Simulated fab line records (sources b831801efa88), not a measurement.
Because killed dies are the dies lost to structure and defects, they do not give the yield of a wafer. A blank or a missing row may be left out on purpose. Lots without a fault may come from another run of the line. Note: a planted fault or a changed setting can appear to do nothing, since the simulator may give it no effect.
What tool caused it? || flow gf180mcu || 39 wafers from 13 lots sampled at 4 of the route's 602 steps

## WHAT THE GAUGES SHOWED, per wafer
GF_DUAL_GATE_THK_MEAS_03. Usual: for DUAL_GATE_OXIDATION_00_THK the level is 11.06 nm and the standard deviation is 0.21.
{"lot": "L985", "measured": "day 7 16:50", "on": "film metro-01", "DUAL_GATE_OXIDATION_00_THK (nm)": "10.97 10.95 10.74", "flag": ""}
{"lot": "L986", "measured": "day 7 22:35", "on": "film metro-02", "DUAL_GATE_OXIDATION_00_THK (nm)": "10.89 10.87 10.72", "flag": ""}
{"lot": "L989", "measured": "day 8 20:08", "on": "film metro-02", "DUAL_GATE_OXIDATION_00_THK (nm)": "10.88 11.02 10.79", "flag": ""}
{"lot": "L991", "measured": "day 9 09:36", "on": "film metro-03", "DUAL_GATE_OXIDATION_00_THK (nm)": "11.12 11.32 11.16", "flag": ""}
{"lot": "L992", "measured": "day 9 15:35", "on": "film metro-02", "DUAL_GATE_OXIDATION_00_THK (nm)": "11.08 10.97 11.09", "flag": ""}
{"lot": "L993", "measured": "day 9 23:22", "on": "film metro-02", "DUAL_GATE_OXIDATION_00_THK (nm)": "11.27 11.17 11.33", "flag": ""}
{"lot": "L100", "measured": "day 11 21:34", "on": "film metro-03", "DUAL_GATE_OXIDATION_00_THK (nm)": "10.99 11.14 10.83", "flag": ""}
{"lot": "L101", "measured": "day 12 01:47", "on": "film metro-02", "DUAL_GATE_OXIDATION_00_THK (nm)": "11.06 11.26 11.22", "flag": ""}
{"lot": "L102", "measured": "day 12 09:02", "on": "film metro-01", "DUAL_GATE_OXIDATION_00_THK (nm)": "11.28 11.22 11.37", "flag": ""}
{"lot": "L103", "measured": "day 12 17:05", "on": "film metro-01", "DUAL_GATE_OXIDATION_00_THK (nm)": "10.88 10.91 10.81", "flag": ""}
{"lot": "L104", "measured": "day 13 01:13", "on": "film metro-01", "DUAL_GATE_OXIDATION_00_THK (nm)": "11.28 10.99 11.13", "flag": ""}
{"lot": "L105", "measured": "day 13 06:26", "on": "film metro-03", "DUAL_GATE_OXIDATION_00_THK (nm)": "10.91 10.98 10.78", "flag": ""}
{"lot": "L106", "measured": "day 13 11:16", "on": "film metro-01", "DUAL_GATE_OXIDATION_00_THK (nm)": "11.22 11.09 11.14", "flag": ""}

GF_PSD_OVL_MEAS_08. Usual: for PSD_OVL the level is 0.2 nm and the standard deviation is 1.5.
{"lot": "L985", "measured": "day 14 06:27", "on": "overlay-02", "PSD_OVL (nm)": "1.9 3.5 4.0", "flag": ""}
{"lot": "L986", "measured": "day 14 12:43", "on": "overlay-02", "PSD_OVL (nm)": "0.1 0.8 -0.1", "flag": ""}
{"lot": "L989", "measured": "day 15 16:05", "on": "overlay-02", "PSD_OVL (nm)": "-0.7 -0.2 0.9", "flag": ""}
{"lot": "L991", "measured": "day 16 08:39", "on": "overlay-01", "PSD_OVL (nm)": "2.2 1.1 1.0", "flag": ""}
{"lot": "L100", "measured": "day 19 15:50", "on": "overlay-02", "PSD_OVL (nm)": "-3.8 -2.4 -0.9", "flag": ""}
{"lot": "L101", "measured": "day 19 18:43", "on": "overlay-02", "PSD_OVL (nm)": "-1.5 0.5 -1.3", "flag": ""}
{"lot": "L102", "measured": "day 20 01:43", "on": "overlay-01", "PSD_OVL (nm)": "-1.0 -1.1 0.4", "flag": ""}
{"lot": "L103", "measured": "day 20 10:33", "on": "overlay-01", "PSD_OVL (nm)": "0.8 -0.6 0.3", "flag": ""}
{"lot": "L104", "measured": "day 20 21:10", "on": "overlay-02", "PSD_OVL (nm)": "-0.9 2.3 0.7", "flag": ""}
{"lot": "L105", "measured": "day 21 06:49", "on": "overlay-02", "PSD_OVL (nm)": "0.4 -1.5 -0.8", "flag": ""}
{"lot": "L106", "measured": "day 21 11:31", "on": "overlay-02", "PSD_OVL (nm)": "0.1 0.7 0.9", "flag": ""}

## WHAT TOOL EACH LOT RAN ON (gives the tool, then ch and the chambers of the sampled wafers, and finally the start)
{"lot": "L985", "GF_VT_IMPLANT_STRIP_09": "plasma asher-04 ch 0,1, day 5 16:02", "GF_DUAL_GATE_STRIP_13": "plasma asher-03 ch 0,1, day 8 09:09"}
{"lot": "L986", "GF_VT_IMPLANT_STRIP_09": "plasma asher-03 ch 0, day 5 21:29", "GF_DUAL_GATE_STRIP_13": "plasma asher-03 ch 0,1, day 8 14:58"}
{"lot": "L989", "GF_VT_IMPLANT_STRIP_09": "plasma asher-04 ch 0,1, day 6 17:49", "GF_DUAL_GATE_STRIP_13": "plasma asher-01 ch 0,1, day 9 12:20"}
{"lot": "L991", "GF_VT_IMPLANT_STRIP_09": "plasma asher-03 ch 0,1, day 7 04:14", "GF_DUAL_GATE_STRIP_13": "plasma asher-01 ch 0,1, day 10 02:28"}
{"lot": "L992", "GF_VT_IMPLANT_STRIP_09": "plasma asher-04 ch 0,1, day 7 10:47", "GF_DUAL_GATE_STRIP_13": "plasma asher-03 ch 1, day 10 09:04"}
{"lot": "L993", "GF_VT_IMPLANT_STRIP_09": "plasma asher-03 ch 0,1, day 7 18:08", "GF_DUAL_GATE_STRIP_13": "plasma asher-03 ch 1, day 10 17:33"}
{"lot": "L100", "GF_VT_IMPLANT_STRIP_09": "plasma asher-03 ch 0,1, day 9 11:43", "GF_DUAL_GATE_STRIP_13": "plasma asher-03 ch 0,1, day 12 16:37"}
{"lot": "L101", "GF_VT_IMPLANT_STRIP_09": "plasma asher-04 ch 0,1, day 9 17:22", "GF_DUAL_GATE_STRIP_13": "plasma asher-03 ch 0,1, day 12 21:07"}
{"lot": "L102", "GF_VT_IMPLANT_STRIP_09": "plasma asher-03 ch 0,1, day 9 22:41", "GF_DUAL_GATE_STRIP_13": "plasma asher-01 ch 0,1, day 13 04:58"}
{"lot": "L103", "GF_VT_IMPLANT_STRIP_09": "plasma asher-03 ch 0,1, day 10 06:10", "GF_DUAL_GATE_STRIP_13": "plasma asher-03 ch 0,1, day 13 12:14"}
{"lot": "L104", "GF_VT_IMPLANT_STRIP_09": "plasma asher-02 ch 0,1, day 10 13:09", "GF_DUAL_GATE_STRIP_13": "plasma asher-01 ch 0,1, day 13 21:36"}
{"lot": "L105", "GF_VT_IMPLANT_STRIP_09": "plasma asher-02 ch 0,1, day 10 17:44", "GF_DUAL_GATE_STRIP_13": "plasma asher-03 ch 0,1, day 14 03:02"}
{"lot": "L106", "GF_VT_IMPLANT_STRIP_09": "plasma asher-02 ch 0,1, day 10 23:17", "GF_DUAL_GATE_STRIP_13": "plasma asher-03 ch 0,1, day 14 07:43"}
- GF_VT_IMPLANT_STRIP_09: strips in O2/N2.
- GF_DUAL_GATE_STRIP_13: strips in O2/N2.

## WHAT THE TOOLS THEMSELVES READ (means of the sampled wafers that have a number; where no wafer has one, the mark that the record gives instead)
GF_VT_IMPLANT_STRIP_09. Usual: chamber pressure mTorr 1500.1 mTorr, standard deviation 1.3; drypump motor current A 5.26 A, standard deviation 0.26; heater power w 311 W, standard deviation 21; o2 flow sccm 2999 sccm, standard deviation 9.2; oes product au 0.716 a.u., standard deviation 0.0042; strip time to endpoint s 12.802 s, standard deviation 0.025.
{"lot": "L985", "tool": "plasma asher-04", "chamber pressure mTorr (mTorr)": 1500.4, "drypump motor current A (A)": 5.02, "heater power w (W)": 331, "o2 flow sccm (sccm)": 3002, "oes product au (a.u.)": 0.711, "strip time to endpoint s (s)": 12.792, "flag": ""}
{"lot": "L986", "tool": "plasma asher-03", "chamber pressure mTorr (mTorr)": 1499.4, "drypump motor current A (A)": 5.55, "heater power w (W)": 288, "o2 flow sccm (sccm)": 2991, "oes product au (a.u.)": 0.719, "strip time to endpoint s (s)": 12.811, "flag": ""}
{"lot": "L989", "tool": "plasma asher-04", "chamber pressure mTorr (mTorr)": 1501.5, "drypump motor current A (A)": 5.08, "heater power w (W)": 321, "o2 flow sccm (sccm)": 3005, "oes product au (a.u.)": 0.718, "strip time to endpoint s (s)": 12.822, "flag": ""}
{"lot": "L991", "tool": "plasma asher-03", "chamber pressure mTorr (mTorr)": 1501.2, "drypump motor current A (A)": 5.54, "heater power w (W)": 300, "o2 flow sccm (sccm)": 3002, "oes product au (a.u.)": 0.716, "strip time to endpoint s (s)": 12.780, "flag": ""}
{"lot": "L992", "tool": "plasma asher-04", "chamber pressure mTorr (mTorr)": 1500.6, "drypump motor current A (A)": 5.07, "heater power w (W)": 319, "o2 flow sccm (sccm)": 3007, "oes product au (a.u.)": 0.715, "strip time to endpoint s (s)": 12.792, "flag": ""}
{"lot": "L993", "tool": "plasma asher-03", "chamber pressure mTorr (mTorr)": 1500.4, "drypump motor current A (A)": 5.54, "heater power w (W)": 300, "o2 flow sccm (sccm)": 2991, "oes product au (a.u.)": 0.714, "strip time to endpoint s (s)": 12.808, "flag": ""}
{"lot": "L100", "tool": "plasma asher-03", "chamber pressure mTorr (mTorr)": 1499.6, "drypump motor current A (A)": 5.56, "heater power w (W)": 293, "o2 flow sccm (sccm)": 3008, "oes product au (a.u.)": 0.715, "strip time to endpoint s (s)": 12.821, "flag": ""}
{"lot": "L101", "tool": "plasma asher-04", "chamber pressure mTorr (mTorr)": 1499.4, "drypump motor current A (A)": 5.00, "heater power w (W)": 333, "o2 flow sccm (sccm)": 2997, "oes product au (a.u.)": 0.716, "strip time to endpoint s (s)": 12.792, "flag": ""}
{"lot": "L102", "tool": "plasma asher-03", "chamber pressure mTorr (mTorr)": 1500.1, "drypump motor current A (A)": 5.54, "heater power w (W)": 300, "o2 flow sccm (sccm)": 2998, "oes product au (a.u.)": 0.717, "strip time to endpoint s (s)": 12.765, "flag": ""}
{"lot": "L103", "tool": "plasma asher-03", "chamber pressure mTorr (mTorr)": 1500.5, "drypump motor current A (A)": 5.53, "heater power w (W)": 303, "o2 flow sccm (sccm)": 2995, "oes product au (a.u.)": 0.715, "strip time to endpoint s (s)": 12.798, "flag": ""}
{"lot": "L104", "tool": "plasma asher-02", "chamber pressure mTorr (mTorr)": 1500.1, "drypump motor current A (A)": 5.57, "heater power w (W)": 279, "o2 flow sccm (sccm)": 2996, "oes product au (a.u.)": 0.719, "strip time to endpoint s (s)": 12.781, "flag": ""}
{"lot": "L105", "tool": "plasma asher-02", "chamber pressure mTorr (mTorr)": 1501.6, "drypump motor current A (A)": 5.52, "heater power w (W)": 280, "o2 flow sccm (sccm)": 2996, "oes product au (a.u.)": 0.718, "strip time to endpoint s (s)": 12.789, "flag": ""}
{"lot": "L106", "tool": "plasma asher-02", "chamber pressure mTorr (mTorr)": 1498.7, "drypump motor current A (A)": 5.43, "heater power w (W)": 295, "o2 flow sccm (sccm)": 2996, "oes product au (a.u.)": 0.717, "strip time to endpoint s (s)": 12.784, "flag": ""}

GF_DUAL_GATE_STRIP_13. Usual: chamber pressure mTorr 1500.3 mTorr, standard deviation 1.3; drypump motor current A 5.6 A, standard deviation 0.44; heater power w 308 W, standard deviation 16; o2 flow sccm 3000 sccm, standard deviation 9.3; oes product au 0.716 a.u., standard deviation 0.0046; strip time to endpoint s 12.62 s, standard deviation 0.032.
{"lot": "L985", "tool": "plasma asher-03", "chamber pressure mTorr (mTorr)": 1499.9, "drypump motor current A (A)": 5.5, "heater power w (W)": 296, "o2 flow sccm (sccm)": 2998, "oes product au (a.u.)": 0.721, "strip time to endpoint s (s)": 12.60, "flag": ""}
{"lot": "L986", "tool": "plasma asher-03", "chamber pressure mTorr (mTorr)": 1500.9, "drypump motor current A (A)": 5.5, "heater power w (W)": 300, "o2 flow sccm (sccm)": 3006, "oes product au (a.u.)": 0.714, "strip time to endpoint s (s)": 12.60, "flag": ""}
{"lot": "L989", "tool": "plasma asher-01", "chamber pressure mTorr (mTorr)": 1499.9, "drypump motor current A (A)": 5.7, "heater power w (W)": 331, "o2 flow sccm (sccm)": 3001, "oes product au (a.u.)": 0.715, "strip time to endpoint s (s)": 12.58, "flag": ""}
{"lot": "L991", "tool": "plasma asher-01", "chamber pressure mTorr (mTorr)": 1499.3, "drypump motor current A (A)": 6.1, "heater power w (W)": 321, "o2 flow sccm (sccm)": 2999, "oes product au (a.u.)": 0.715, "strip time to endpoint s (s)": 12.66, "flag": ""}
{"lot": "L992", "tool": "plasma asher-03", "chamber pressure mTorr (mTorr)": "-", "drypump motor current A (A)": "-", "heater power w (W)": "-", "o2 flow sccm (sccm)": "-", "oes product au (a.u.)": "-", "strip time to endpoint s (s)": "-", "flag": "OFF"}
{"lot": "L993", "tool": "plasma asher-03", "chamber pressure mTorr (mTorr)": "-", "drypump motor current A (A)": "-", "heater power w (W)": "-", "o2 flow sccm (sccm)": "-", "oes product au (a.u.)": "-", "strip time to endpoint s (s)": "-", "flag": "OFF"}
{"lot": "L100", "tool": "plasma asher-03", "chamber pressure mTorr (mTorr)": 1501.6, "drypump motor current A (A)": 5.5, "heater power w (W)": 301, "o2 flow sccm (sccm)": 2997, "oes product au (a.u.)": 0.718, "strip time to endpoint s (s)": 12.66, "flag": ""}
{"lot": "L101", "tool": "plasma asher-03", "chamber pressure mTorr (mTorr)": 1499.4, "drypump motor current A (A)": 5.5, "heater power w (W)": 309, "o2 flow sccm (sccm)": 2988, "oes product au (a.u.)": 0.718, "strip time to endpoint s (s)": 12.63, "flag": ""}
{"lot": "L102", "tool": "plasma asher-01", "chamber pressure mTorr (mTorr)": 1498.7, "drypump motor current A (A)": 6.2, "heater power w (W)": 319, "o2 flow sccm (sccm)": 3014, "oes product au (a.u.)": 0.717, "strip time to endpoint s (s)": 12.63, "flag": ""}
{"lot": "L103", "tool": "plasma asher-03", "chamber pressure mTorr (mTorr)": 1501.0, "drypump motor current A (A)": 5.6, "heater power w (W)": 299, "o2 flow sccm (sccm)": 3012, "oes product au (a.u.)": 0.715, "strip time to endpoint s (s)": 12.61, "flag": ""}
{"lot": "L104", "tool": "plasma asher-01", "chamber pressure mTorr (mTorr)": 1500.2, "drypump motor current A (A)": 6.2, "heater power w (W)": 317, "o2 flow sccm (sccm)": 2999, "oes product au (a.u.)": 0.715, "strip time to endpoint s (s)": 12.62, "flag": ""}
{"lot": "L105", "tool": "plasma asher-03", "chamber pressure mTorr (mTorr)": 1500.8, "drypump motor current A (A)": 5.5, "heater power w (W)": 303, "o2 flow sccm (sccm)": 2997, "oes product au (a.u.)": 0.716, "strip time to endpoint s (s)": 12.63, "flag": ""}
{"lot": "L106", "tool": "plasma asher-03", "chamber pressure mTorr (mTorr)": 1499.7, "drypump motor current A (A)": 5.5, "heater power w (W)": 301, "o2 flow sccm (sccm)": 3005, "oes product au (a.u.)": 0.716, "strip time to endpoint s (s)": 12.56, "flag": ""}

## THE ANSWER, worked out from the rows above alone
Rule: a lot is off if the mean of its wafers that have a number lies more than 3 standard deviations from the usual mean. Also off: a lot with no number at a reading for which 4 or more lots have one. Where the step has rows for the other lots, those lots are counted as sound. The gauges are gone through in route order, then the tools' own readings, and for those a lot's mean is taken as printed above. The first step at which some lot is off is used, and at that step the reading that is off furthest; a lot without a number counts as furthest.
Off: L992, L993 (GF_DUAL_GATE_STRIP_13, chamber pressure mTorr). Without a number there: L992, L993.
A tool fits if, at that step or a process step before it, it ran every lot that is off, and no sound lot after the first of them. Of those tried, none fits.

## WHAT THE SIMULATOR HAD INSERTED
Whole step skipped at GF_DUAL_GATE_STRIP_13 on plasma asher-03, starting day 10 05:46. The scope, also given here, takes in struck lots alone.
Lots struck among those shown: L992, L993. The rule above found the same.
